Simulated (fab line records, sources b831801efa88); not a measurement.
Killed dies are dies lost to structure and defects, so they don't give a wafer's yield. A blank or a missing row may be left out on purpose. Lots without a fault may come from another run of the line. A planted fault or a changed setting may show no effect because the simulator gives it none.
fab line records | flow sky130
record lots=11 wafers=33 last_day=50
route steps=708 shown VIA3@576 METAL4@600 CAP2M@603 PAD_OPEN@708
lots that met no fault: from a run of the same line without faults
start_h: hours from the record's first day to the start of the lot's first wafer shown | wait_h: hours since the lot's step before | " the same as in the row above | L1.1+2: a row that stands for several wafers | - no value, or no start given | * or withheld: withheld | < > ~ a bound
route shown NAME@n: a module of which the file shows steps, and the number in the route of the first | usual: mean/standard deviation of fault-free wafers | same: alike in all rows | chamber/n: place in a boat | sites: the reading at each site | _std_site: their standard deviation | _edge_site: outer sites' mean less inner sites' | radius_mm: how far each site lies from the wafer's centre | mask NAME#n: copy n | behind: the tool/chamber that last shaped the wafer | hold: why the lot was held/for how many hours/how that ended | device: the transistor (n, p or np) that didn't switch | end of line: the same wafers' tests at the end of the route | a step without rows: its recipe alone | killed: dies lost to structure and defects at the first sort, not the wafer's yield | map: a wafer's dies, x killed, . not, _ none there
set.NAME: the setting as run; set.NAME@STEP: as run at that earlier step | model.NAME: the simulator's own value behind a step, which no gauge read
steps of the route over a sample of lots; a table a step, a row a wafer
services: from which hour (start_h, from the record's first day; less than 0 if before it) a tool's chamber was out of use, for how many hours, and why
## steps
# step SKY_VIA3_BOW_MEAS_03
# recipe mode=bow
# usual VIA3_BOW=77/7.1
# columns lot.wafer tool chamber start_h wait_h VIA3_BOW[um]
L164.1 film_metro-03 - 886.38 0.1 76
L164.3 " - " " 73
L164.5 " - " " 80
L166.1 film_metro-01 - 909.14 0.2 75
L166.4 " - " " 80
L166.5 " - " " 88
L168.1 film_metro-01 - 931.99 0.2 74
L168.5 " - " " 92
L168.6 " - " " 73
L170.1 film_metro-01 - 946.75 0.2 71
L170.2 " - " " 67
L170.3 " - " " 81
L175.2 film_metro-01 - 979.56 0.1 62
L175.5 " - " " 64
L175.6 " - " " 79
L177.1 film_metro-01 - 991.09 0.2 80
L177.3 " - " " 72
L177.6 " - " " 70
L178.2 film_metro-01 - 992.76 0.2 76
L178.3 " - " " 80
L178.4 " - " " 74
L184.1 film_metro-02 - 1058.24 0.1 76
L184.3 " - " " 68
L184.4 " - " " 84
L183.4 film_metro-03 - 1058.39 0.2 72
L183.5 " - " " 72
L183.6 " - " " 76
L185.1 film_metro-02 - 1060.16 0.2 64
L185.3 " - " " 70
L185.5 " - " " 64
L186.2 film_metro-01 - 1062.61 0.1 64
L186.3 " - " " 72
L186.6 " - " " 73
# step SKY_VIA3_STRIP_16
# recipe chemistry=O2/N2 power_w=1400 pressure_mtorr=1500 platen_temp_c=withheld o2_flow_sccm=3000 n2_flow_sccm=300 overash_fraction=0.5
# usual drypump_motor_current_A=5.7/0.43 oes_product_au=0.402/0.0046 strip_time_to_endpoint_s=4.123/0.021
# columns lot.wafer tool chamber start_h wait_h drypump_motor_current_A oes_product_au rf_hours_counter_h strip_time_to_endpoint_s
L164.1 plasma_asher-03 0 912.40 0.0 5.0 0.404 45 4.130
L164.3 " 1 " " 6.0 0.408 - 4.145
L164.5 " 0 " " 5.0 0.403 - 4.148
L166.1 plasma_asher-03 1 933.85 0.0 6.1 0.395 48 4.097
L166.4 " 0 " " 5.0 0.409 - 4.137
L166.5 " 0 " " 5.0 0.407 - 4.137
L168.1 plasma_asher-03 0 956.26 0.0 5.0 0.400 50 4.124
L168.5 " 1 " " 6.1 0.400 - 4.117
L168.6 " 0 " " 5.0 0.400 - 4.125
L170.1 plasma_asher-03 1 971.21 0.0 6.1 0.404 52 4.133
L170.2 " 0 " " 5.0 0.406 52 4.108
L170.3 " 0 " " 5.0 0.399 - 4.127
L175.2 plasma_asher-01 1 1003.99 0.0 5.7 0.395 116 4.138
L175.5 " 1 " " 5.8 0.407 - 4.149
L175.6 " 0 " " 6.1 0.403 - 4.142
L177.1 plasma_asher-01 0 1014.34 0.0 6.1 0.404 117 4.147
L177.3 " 0 " " 6.1 0.400 - 4.122
L177.6 " 1 " " 5.7 0.405 - 4.142
L178.2 plasma_asher-02 1 1015.96 0.0 5.8 0.391 27 4.117
L178.3 " 1 " " 5.7 0.399 - 4.109
L178.4 " 0 " " 6.0 0.409 - 4.118
L184.1 plasma_asher-03 0 1079.50 0.0 5.0 0.400 62 4.086
L184.3 " 1 " " 6.1 0.402 - 4.084
L184.4 " 0 " " 5.0 0.395 - 4.088
L183.4 plasma_asher-02 1 1080.08 0.1 5.7 0.402 - 4.119
L183.5 " 0 " " 6.1 0.404 - 4.119
L183.6 " 1 " " 5.7 0.401 - 4.128
L185.1 plasma_asher-03 1 1081.09 0.0 6.1 0.399 62 4.120
L185.3 " 0 " " 4.9 0.404 - 4.114
L185.5 " 0 " " 4.9 0.399 - 4.116
L186.2 plasma_asher-03 1 1083.82 0.0 6.1 0.405 63 4.096
L186.3 " 0 " " 5.0 0.395 - 4.090
L186.6 " 1 " " 6.1 0.403 - 4.070
# step SKY_METAL4_SPUTTER_02
# recipe material=AlCu target_thk_nm=735 power_w=10600 time_s=39.1 chamber_pressure_pa=0.4
# usual throttle_valve_pct=29.9/1.4
# same time_s=39.1
# columns lot.wafer tool chamber start_h wait_h throttle_valve_pct
L164.1 pvd_sputter-04 - 913.92 0.0 28.3
L164.3 " - " " 30.8
L164.5 " - " " 29.4
L166.1 pvd_sputter-04 - 935.18 0.0 30.8
L166.4 " - " " 30.9
L166.5 " - " " 28.7
L168.1 pvd_sputter-04 - 957.65 0.0 30.7
L168.5 " - " " 29.5
L168.6 " - " " 28.2
L170.1 pvd_sputter-04 - 972.55 0.0 29.4
L170.2 " - " " 28.4
L170.3 " - " " 30.9
L175.2 pvd_sputter-03 - 1009.33 0.0 28.1
L175.5 " - " " 28.3
L175.6 " - " " 32.2
L177.1 pvd_sputter-03 - 1015.68 0.0 30.1
L177.3 " - " " 28.1
L177.6 " - " " 32.5
L178.2 pvd_sputter-03 - 1017.56 0.0 28.2
L178.3 " - " " 32.4
L178.4 " - " " 30.1
L184.1 pvd_sputter-04 - 1080.81 0.0 30.9
L184.3 " - " " 28.7
L184.4 " - " " 29.4
L183.4 pvd_sputter-03 - 1081.35 0.0 28.3
L183.5 " - " " 28.3
L183.6 " - " " 30.0
L185.1 pvd_sputter-02 - 1082.47 0.0 28.8
L185.3 " - " " 30.4
L185.5 " - " " 29.4
L186.2 pvd_sputter-04 - 1085.16 0.0 30.7
L186.3 " - " " 30.8
L186.6 " - " " 31.0
# step SKY_CAP2M_CVD_00
# recipe material=SiO2 target_thk_nm=15.5 temp_c=400 time_s=withheld rf_w=450
# usual heater_power_w=753/78 susceptor_temp_C=399.98/0.23
# columns lot.wafer tool chamber start_h wait_h heater_power_w susceptor_temp_C
L164.1 pecvd-04 2 914.03 0.0 703 399.99
L164.3 " 0 " " 738 400.18
L164.5 " 2 " " 708 399.70
L166.1 pecvd-03 0 935.29 0.0 832 400.16
L166.4 " 0 " " 814 400.01
L166.5 " 2 " " 803 399.88
L168.1 pecvd-04 1 957.76 0.0 775 400.16
L168.5 " 1 " " 758 400.23
L168.6 " 0 " " 787 399.70
L170.1 pecvd-01 0 972.65 0.0 840 399.97
L170.2 " 1 " " 805 399.87
L170.3 " 2 " " 685 399.83
L175.2 pecvd-01 0 1009.43 0.0 995 399.72
L175.5 " 2 " " 632 400.24
L175.6 " 0 " " 934 399.84
L177.1 pecvd-01 0 1015.78 0.0 826 400.11
L177.3 " 2 " " 752 400.14
L177.6 " 0 " " 836 400.33
L178.2 pecvd-04 2 1017.67 0.0 764 399.85
L178.3 " 1 " " 703 399.65
L178.4 " 1 " " 693 399.83
L184.1 pecvd-01 0 1080.92 0.0 959 400.10
L184.3 " 1 " " 797 400.05
L184.4 " 1 " " 801 400.12
L183.4 pecvd-04 0 1081.47 0.0 788 400.08
L183.5 " 1 " " 713 399.58
L183.6 " 2 " " 727 399.74
L185.1 pecvd-03 1 1082.58 0.0 679 399.96
L185.3 " 2 " " 732 400.01
L185.5 " 1 " " 665 400.13
L186.2 pecvd-01 0 1085.26 0.0 825 399.68
L186.3 " 2 " " 647 399.88
L186.6 " 1 " " 716 400.32
# step SKY_CAP2M_THK_MEAS_01
# recipe reads=SiO2_of_CAP2M_CVD_00
# usual CAP2M_CVD_00_THK=15.53/0.21
# columns lot.wafer tool chamber start_h wait_h hold CAP2M_CVD_00_THK[nm]
L164.1 film_metro-02 - 914.05 - - 15.31
L164.3 " - " " - 15.43
L164.5 " - " " - 15.53
L166.1 film_metro-04 - 935.31 - - 15.47
L166.4 " - " " - 15.73
L166.5 " - " " - 15.54
L168.1 film_metro-03 - 957.78 - - 15.34
L168.5 " - " " - 15.73
L168.6 " - " " - 15.94
L170.1 film_metro-02 - 972.68 - - 15.68
L170.2 " - " " - 15.48
L170.3 " - " " - 15.40
L175.2 film_metro-03 - 1009.47 - await_dispo/0.2h/release 11.36
L175.5 " - " " await_dispo/0.2h/release 15.78
L175.6 " - " " await_dispo/0.2h/release 15.65
L175.2 film_metro-03 - 1009.76 0.3 - 11.44
L175.5 " - " " - 15.73
L175.6 " - " " - 15.69
L177.1 film_metro-04 - 1015.81 - await_dispo/0.2h/release 11.62
L177.3 " - " " await_dispo/0.2h/release 11.42
L177.6 " - " " await_dispo/0.2h/release 15.85
L177.1 film_metro-04 - 1016.11 0.3 - 11.64
L177.3 " - " " - 11.46
L177.6 " - " " - 15.86
L178.2 film_metro-02 - 1017.70 - - 15.52
L178.3 " - " " - 15.23
L178.4 " - " " - 15.47
L184.1 film_metro-04 - 1080.94 - - 15.46
L184.3 " - " " - 15.37
L184.4 " - " " - 15.23
L183.4 film_metro-03 - 1081.51 - - 15.51
L183.5 " - " " - 15.49
L183.6 " - " " - 15.54
L185.1 film_metro-04 - 1082.61 - - 15.23
L185.3 " - " " - 15.33
L185.5 " - " " - 15.58
L186.2 film_metro-02 - 1085.29 - - 15.40
L186.3 " - " " - 15.68
L186.6 " - " " - 15.77
# step SKY_METAL4_ETCH_17
# recipe target=SiO2 stop_on=TiN chemistry=C4F8/O2/Ar source_w=1500 bias_w=1200 pressure_mtorr=40 c4f8_flow_sccm=withheld O2_flow_sccm=6 Ar_flow_sccm=300 time_s=3.9 target_depth_a=150
# usual oes_product_au=0.755/0.007
# same time_s=3.9
# columns lot.wafer tool chamber start_h wait_h oes_product_au rf_hours_counter_h
L164.1 rie_diel-01 2 963.78 0.1 0.750 10
L164.3 " 0 " " 0.747 14
L164.5 " 3 " " 0.750 -
L166.1 rie_diel-03 0 983.24 0.2 0.749 19
L166.4 " 1 " " 0.759 4
L166.5 " 1 " " 0.760 -
L168.1 rie_diel-01 3 1005.29 0.1 0.756 13
L168.5 " 1 " " 0.765 -
L168.6 " 3 " " 0.771 -
L170.1 rie_diel-03 3 1018.83 0.1 0.761 12
L170.2 " 0 " " 0.739 20
L170.3 " 2 " " 0.754 7
L175.2 rie_diel-03 1 1052.56 0.1 0.662 6
L175.5 " 0 " " 0.770 -
L175.6 " 1 " " 0.756 -
L177.1 rie_diel-03 0 1060.47 0.1 0.655 21
L177.3 " 2 " " 0.652 8
L177.6 " 2 " " 0.762 -
L178.2 rie_diel-01 3 1062.38 0.1 0.762 15
L178.3 " 1 " " 0.736 17
L178.4 " 0 " " 0.756 17
L184.1 rie_diel-03 1 1120.87 0.1 0.755 9
L184.3 " 0 " " 0.744 23
L184.4 " 2 " " 0.741 10
L183.4 rie_diel-02 1 1121.92 0.0 0.746 22
L183.5 " 3 " " 0.756 -
L183.6 " 2 " " 0.748 -
L185.1 rie_diel-03 3 1123.83 0.1 0.741 15
L185.3 " 0 " " 0.752 23
L185.5 " 2 " " 0.760 -
L186.2 rie_diel-01 3 1125.93 0.1 0.747 17
L186.3 " 0 " " 0.757 19
L186.6 " 1 " " 0.753 -
# step SKY_PAD_OPEN_PROBE_99
# usual defect_limited_yield=82.6/2 killed_at_M0_to_M3=43/7.3 killed_at_M4_up=3.1/1.7 killed_at_contacts=24/4.7 killed_at_front_end=15/4.6 killed_at_other=0.3/0.55 killed_dies=86/9.7 killed_open=47/6.7 killed_short=39/6.5
# same gross_dies=492 killed_at_back_side=0
# columns lot.wafer tool chamber start_h wait_h defect_limited_yield[%] killed_at_M0_to_M3 killed_at_M4_up killed_at_contacts killed_at_front_end killed_at_other killed_dies killed_open killed_short
L164.1 prober-01 - 1059.56 0.1 81.9 42 2 24 21 0 89 41 48
L164.3 prober-01 - 1059.66 0.2 80.5 45 3 27 20 1 96 50 46
L164.5 prober-01 - 1059.76 0.2 81.5 53 2 23 13 0 91 51 40
L166.1 prober-02 - 1077.76 0.1 82.1 36 5 31 16 0 88 48 40
L166.4 prober-02 - 1077.91 0.2 82.1 31 4 27 26 0 88 55 33
L166.5 prober-02 - 1077.96 0.2 84.3 39 3 25 9 1 77 44 33
L168.1 prober-02 - 1099.37 0.1 81.9 40 2 31 16 0 89 50 39
L168.5 prober-02 - 1099.57 0.2 83.7 29 4 28 19 0 80 43 37
L168.6 prober-02 - 1099.62 0.2 82.5 39 4 30 13 0 86 49 37
L170.1 prober-01 - 1109.95 0.1 81.3 47 2 25 16 2 92 51 41
L170.2 prober-01 - 1110.00 0.1 81.3 44 8 19 20 1 92 53 39
L170.3 prober-01 - 1110.05 0.2 79.7 46 1 28 24 1 100 62 38
L175.2 prober-02 - 1137.25 0.1 83.1 47 2 19 15 0 83 39 44
L175.5 prober-02 - 1137.40 0.2 81.1 46 2 27 17 1 93 48 45
L175.6 prober-02 - 1137.45 0.2 80.5 48 0 31 17 0 96 54 42
L177.1 prober-01 - 1145.60 0.1 82.5 39 2 31 14 0 86 54 32
L177.3 prober-01 - 1145.70 0.2 84.3 38 1 28 10 0 77 32 45
L177.6 prober-01 - 1145.85 0.2 83.7 49 1 16 14 0 80 43 37
L178.2 prober-01 - 1147.97 0.1 84.8 44 3 15 12 1 75 48 27
L178.3 prober-01 - 1148.02 0.2 84.1 40 7 16 13 2 78 36 42
L178.4 prober-01 - 1148.07 0.2 86.8 24 6 22 13 0 65 36 29
L184.1 prober-01 - 1194.56 0.1 82.7 41 2 24 18 0 85 51 34
L184.3 prober-01 - 1194.66 0.2 84.3 32 2 22 21 0 77 42 35
L184.4 prober-01 - 1194.71 0.2 82.1 50 0 21 16 1 88 48 40
L183.4 prober-02 - 1195.41 0.2 80.7 53 7 20 15 0 95 43 52
L183.5 prober-02 - 1195.46 0.2 83.7 43 2 18 16 1 80 41 39
L183.6 prober-02 - 1195.51 0.2 83.5 42 1 24 13 1 81 45 36
L185.1 prober-01 - 1197.31 0.1 82.1 43 5 21 19 0 88 50 38
L185.3 prober-01 - 1197.41 0.2 79.9 55 4 22 17 1 99 61 38
L185.5 prober-01 - 1197.51 0.2 84.8 38 5 22 9 1 75 40 35
L186.2 prober-01 - 1200.22 0.1 83.5 44 0 20 17 0 81 50 31
L186.3 prober-01 - 1200.27 0.2 82.9 38 2 28 15 1 84 46 38
L186.6 prober-01 - 1200.42 0.2 82.3 39 2 26 20 0 87 36 51
# killed by level:class
L164.1 VIA2:geometric_particle:short=8 CONTACT:geometric_particle:open=8 LI_CONTACT:geometric_particle:open=7 CONTACT:geometric_particle:short=7 METAL2:geometric_particle:short=7 VIA1:geometric_particle:short=6 FIELD_ISO:geometric_particle:open=5 FIELD_ISO:geometric_particle:short=4
L164.3 CONTACT:geometric_particle:open=12 VIA1:geometric_particle:open=9 POLY_GATE:geometric_particle:short=8 METAL2:geometric_particle:short=7 LI_CONTACT:geometric_particle:open=6 METAL1:geometric_particle:short=6 VIA3:geometric_particle:open=6 POLY_GATE:geometric_particle:open=4
L164.5 VIA1:geometric_particle:open=11 CONTACT:geometric_particle:open=9 METAL2:geometric_particle:short=8 VIA2:geometric_particle:open=8 FIELD_ISO:geometric_particle:open=5 METAL1:geometric_particle:short=5 LI_CONTACT:geometric_particle:open=5 VIA1:geometric_particle:short=5
L166.1 LI_CONTACT:geometric_particle:open=12 VIA2:geometric_particle:open=7 VIA1:geometric_particle:open=7 CONTACT:geometric_particle:open=6 METAL1:geometric_particle:short=6 POLY_GATE:geometric_particle:open=5 LOCAL_INTERCONNECT:geometric_particle:short=5 LI_CONTACT:geometric_particle:short=4
L166.4 LI_CONTACT:geometric_particle:open=12 VIA1:geometric_particle:open=11 POLY_GATE:geometric_particle:open=6 CONTACT:geometric_particle:open=6 POLY_GATE:geometric_particle:short=5 VIA1:geometric_particle:short=5 VIA2:geometric_particle:open=5 FIELD_ISO:geometric_particle:open=4
L166.5 VIA1:geometric_particle:open=13 CONTACT:geometric_particle:short=9 VIA2:geometric_particle:open=8 CONTACT:geometric_particle:open=7 LI_CONTACT:geometric_particle:open=6 VIA1:geometric_particle:short=4 FIELD_ISO:geometric_particle:open=3 FIELD_ISO:geometric_particle:short=3
L168.1 CONTACT:geometric_particle:open=11 VIA1:geometric_particle:open=8 LI_CONTACT:geometric_particle:open=7 VIA3:geometric_particle:open=7 LOCAL_INTERCONNECT:geometric_particle:short=6 POLY_GATE:geometric_particle:short=5 POLY_GATE:geometric_particle:open=5 VIA1:geometric_particle:short=5
L168.5 CONTACT:geometric_particle:open=11 METAL1:geometric_particle:short=9 VIA1:geometric_particle:open=8 LI_CONTACT:geometric_particle:open=7 CONTACT:geometric_particle:short=6 POLY_GATE:geometric_particle:open=5 FIELD_ISO:geometric_particle:open=4 POLY_GATE:geometric_particle:short=4
L168.6 CONTACT:geometric_particle:open=12 VIA1:geometric_particle:open=11 LI_CONTACT:geometric_particle:open=7 METAL2:geometric_particle:short=6 VIA3:geometric_particle:open=5 METAL3:geometric_particle:short=4 POLY_GATE:geometric_particle:short=4 LOCAL_INTERCONNECT:geometric_particle:short=4
L170.1 CONTACT:geometric_particle:open=10 VIA1:geometric_particle:short=10 VIA1:geometric_particle:open=9 VIA2:geometric_particle:open=7 LI_CONTACT:geometric_particle:open=6 VIA3:geometric_particle:open=6 CONTACT:geometric_particle:short=5 POLY_GATE:geometric_particle:open=4
L170.2 VIA1:geometric_particle:open=14 CONTACT:geometric_particle:open=7 VIA3:geometric_particle:open=7 METAL4:geometric_particle:short=7 FIELD_ISO:geometric_particle:short=5 POLY_GATE:geometric_particle:open=5 LI_CONTACT:geometric_particle:open=5 VIA2:geometric_particle:open=5
L170.3 CONTACT:geometric_particle:open=13 VIA1:geometric_particle:open=8 VIA2:geometric_particle:open=8 LI_CONTACT:geometric_particle:open=7 METAL1:geometric_particle:short=6 FIELD_ISO:geometric_particle:short=5 VIA3:geometric_particle:open=5 POLY_GATE:geometric_particle:open=4
L175.2 METAL1:geometric_particle:short=12 VIA2:geometric_particle:open=8 VIA1:geometric_particle:short=7 VIA3:geometric_particle:open=7 FIELD_ISO:geometric_particle:short=5 LI_CONTACT:geometric_particle:open=5 CONTACT:geometric_particle:open=4 VIA3:geometric_particle:short=4
L175.5 LI_CONTACT:geometric_particle:open=10 METAL2:geometric_particle:short=9 CONTACT:geometric_particle:open=7 VIA1:geometric_particle:open=7 VIA3:geometric_particle:open=6 FIELD_ISO:geometric_particle:open=5 METAL1:geometric_particle:short=5 VIA1:geometric_particle:short=5
L175.6 CONTACT:geometric_particle:open=16 VIA1:geometric_particle:open=14 VIA1:geometric_particle:short=8 METAL2:geometric_particle:short=6 POLY_GATE:geometric_particle:short=5 LI_CONTACT:geometric_particle:open=5 CONTACT:geometric_particle:short=5 VIA2:geometric_particle:open=4
L177.1 CONTACT:geometric_particle:open=10 VIA1:geometric_particle:open=10 LI_CONTACT:geometric_particle:open=8 VIA2:geometric_particle:open=7 METAL1:geometric_particle:short=6 CONTACT:geometric_particle:short=5 POLY_GATE:geometric_particle:open=4 LI_CONTACT:geometric_particle:short=4
L177.3 LOCAL_INTERCONNECT:geometric_particle:short=7 LI_CONTACT:geometric_particle:open=7 METAL2:geometric_particle:short=7 VIA1:geometric_particle:short=7 CONTACT:geometric_particle:open=6 VIA3:geometric_particle:open=5 VIA1:geometric_particle:open=5 LI_CONTACT:geometric_particle:short=4
L177.6 VIA1:geometric_particle:open=12 METAL1:geometric_particle:short=7 METAL2:geometric_particle:short=7 CONTACT:geometric_particle:short=6 VIA2:geometric_particle:open=6 POLY_GATE:geometric_particle:open=5 CONTACT:geometric_particle:open=5 VIA3:geometric_particle:open=5
L178.2 VIA1:geometric_particle:open=14 METAL2:geometric_particle:short=8 VIA2:geometric_particle:open=7 VIA3:geometric_particle:open=6 CONTACT:geometric_particle:open=6 CONTACT:geometric_particle:short=4 SPACER:geometric_particle:open=3 METAL1:geometric_particle:short=3
L178.3 VIA1:geometric_particle:open=7 VIA3:geometric_particle:open=7 FIELD_ISO:geometric_particle:short=6 LI_CONTACT:geometric_particle:open=5 CONTACT:geometric_particle:short=5 METAL1:geometric_particle:short=4 VIA1:geometric_particle:short=4 METAL4:geometric_particle:short=3
L178.4 CONTACT:geometric_particle:open=9 CONTACT:geometric_particle:short=6 VIA1:geometric_particle:open=6 POLY_GATE:geometric_particle:short=5 LI_CONTACT:geometric_particle:open=5 METAL1:geometric_particle:short=5 METAL4:geometric_particle:short=5 VIA3:geometric_particle:open=4
L184.1 VIA1:geometric_particle:open=11 VIA2:geometric_particle:open=8 CONTACT:geometric_particle:short=7 FIELD_ISO:geometric_particle:open=6 LOCAL_INTERCONNECT:geometric_particle:short=6 LI_CONTACT:geometric_particle:open=5 VIA3:geometric_particle:open=5 CONTACT:geometric_particle:open=5
L184.3 CONTACT:geometric_particle:open=7 VIA3:geometric_particle:open=7 POLY_GATE:geometric_particle:open=6 VIA2:geometric_particle:open=6 FIELD_ISO:geometric_particle:open=5 VIA1:geometric_particle:open=5 LI_CONTACT:geometric_particle:short=5 FIELD_ISO:geometric_particle:short=4
L184.4 VIA1:geometric_particle:open=12 METAL1:geometric_particle:short=8 VIA3:geometric_particle:open=8 CONTACT:geometric_particle:open=6 CONTACT:geometric_particle:short=5 FIELD_ISO:geometric_particle:short=4 FIELD_ISO:geometric_particle:open=4 POLY_GATE:geometric_particle:open=4
L183.4 VIA1:geometric_particle:open=12 METAL2:geometric_particle:short=7 METAL1:geometric_particle:short=7 FIELD_ISO:geometric_particle:short=6 CONTACT:geometric_particle:open=6 LI_CONTACT:geometric_particle:open=5 METAL4:geometric_particle:short=5 VIA2:geometric_particle:open=5
L183.5 METAL1:geometric_particle:short=9 CONTACT:geometric_particle:open=7 FIELD_ISO:geometric_particle:open=6 VIA2:geometric_particle:open=6 VIA3:geometric_particle:open=6 CONTACT:geometric_particle:short=5 VIA1:geometric_particle:short=5 VIA3:geometric_particle:short=5
L183.6 VIA1:geometric_particle:open=8 VIA2:geometric_particle:open=8 METAL2:geometric_particle:short=7 CONTACT:geometric_particle:open=7 LI_CONTACT:geometric_particle:open=6 FIELD_ISO:geometric_particle:open=5 LOCAL_INTERCONNECT:geometric_particle:short=5 CONTACT:geometric_particle:short=5
L185.1 CONTACT:geometric_particle:open=9 VIA1:geometric_particle:open=9 VIA2:geometric_particle:open=8 FIELD_ISO:geometric_particle:open=7 VIA3:geometric_particle:open=6 LOCAL_INTERCONNECT:geometric_particle:short=5 METAL3:geometric_particle:short=5 LI_CONTACT:geometric_particle:open=4
L185.3 VIA1:geometric_particle:open=15 VIA2:geometric_particle:open=8 CONTACT:geometric_particle:open=7 VIA3:geometric_particle:open=7 FIELD_ISO:geometric_particle:short=6 LI_CONTACT:geometric_particle:open=6 FIELD_ISO:geometric_particle:open=5 VIA1:geometric_particle:short=5
L185.5 VIA1:geometric_particle:open=10 VIA3:geometric_particle:open=7 VIA3:geometric_particle:short=6 LI_CONTACT:geometric_particle:open=6 CONTACT:geometric_particle:open=6 METAL4:geometric_particle:short=5 LI_CONTACT:geometric_particle:short=4 LOCAL_INTERCONNECT:geometric_particle:short=4
L186.2 VIA1:geometric_particle:open=16 VIA2:geometric_particle:open=8 CONTACT:geometric_particle:open=7 LI_CONTACT:geometric_particle:open=6 METAL1:geometric_particle:short=6 POLY_GATE:geometric_particle:short=5 POLY_GATE:geometric_particle:open=4 METAL2:geometric_particle:short=4
L186.3 CONTACT:geometric_particle:open=12 VIA1:geometric_particle:open=9 CONTACT:geometric_particle:short=8 LI_CONTACT:geometric_particle:open=7 VIA2:geometric_particle:open=6 FIELD_ISO:geometric_particle:short=5 METAL2:geometric_particle:short=5 POLY_GATE:geometric_particle:short=4
L186.6 METAL2:geometric_particle:short=11 VIA1:geometric_particle:open=9 POLY_GATE:geometric_particle:short=7 LOCAL_INTERCONNECT:geometric_particle:short=6 CONTACT:geometric_particle:open=6 LI_CONTACT:geometric_particle:open=5 VIA1:geometric_particle:short=5 FIELD_ISO:geometric_particle:short=4
## services
# columns tool chamber start_h hours kind
plasma_asher-02 - 911.52 1.9 repair
pecvd-03 2 919.34 7.0 repair
rie_diel-02 3 923.34 3.8 repair
pvd_sputter-03 - 935.06 1.5 repair
rie_diel-01 1 935.15 2.9 repair
pecvd-01 - 939.42 1.4 repair
pecvd-04 1 941.33 12.5 repair
plasma_asher-01 - 944.48 3.9 repair
rie_diel-03 1 958.29 3.3 repair
rie_diel-01 1 968.29 5.3 repair
pecvd-01 - 983.58 0.7 repair
rie_diel-01 3 987.81 6.3 repair
rie_diel-03 - 988.49 0.9 repair
rie_diel-01 0 991.02 4.8 repair
pecvd-04 - 991.96 1.4 repair
rie_diel-01 1 992.28 9.9 repair
rie_diel-01 2 992.90 16.6 repair
rie_diel-03 1 1018.64 4.1 repair
pvd_sputter-04 - 1020.55 11.3 repair
rie_diel-03 - 1029.07 0.3 repair
plasma_asher-01 - 1055.25 9.0 pm
rie_diel-01 - 1059.05 0.9 repair
pecvd-03 0 1061.04 20.8 repair
pvd_sputter-03 - 1096.05 2.5 repair
## key
first_sign step=SKY_CAP2M_THK_MEAS_01 reading=visit direction=added
effect step=SKY_CAP2M_THK_MEAS_01 reading=CAP2M_CVD_00_THK direction=down sigmas=20 usual=15.53 struck=11.47
effect step=SKY_METAL4_ETCH_17 reading=oes_product_au direction=down sigmas=14 usual=0.755 struck=0.656
met_at SKY_CAP2M_CVD_00
struck_lots L175,L177
struck_wafers L175.2,L177.1,L177.3
not_acting_at SKY_VIA3_BOW_MEAS_03,SKY_VIA3_STRIP_16,SKY_METAL4_SPUTTER_02
onset_between 972.65 1009.43
fault kind=process_parameter_drift tool=pecvd-01 chamber=- onset_h=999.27 steps=SKY_CAP2M_CVD_00 channel=target_thk_nm offset=-3.8701 shape=step end_h=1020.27 scope=struck_wafers_only acts_in=these_recipes_only stated=15.5
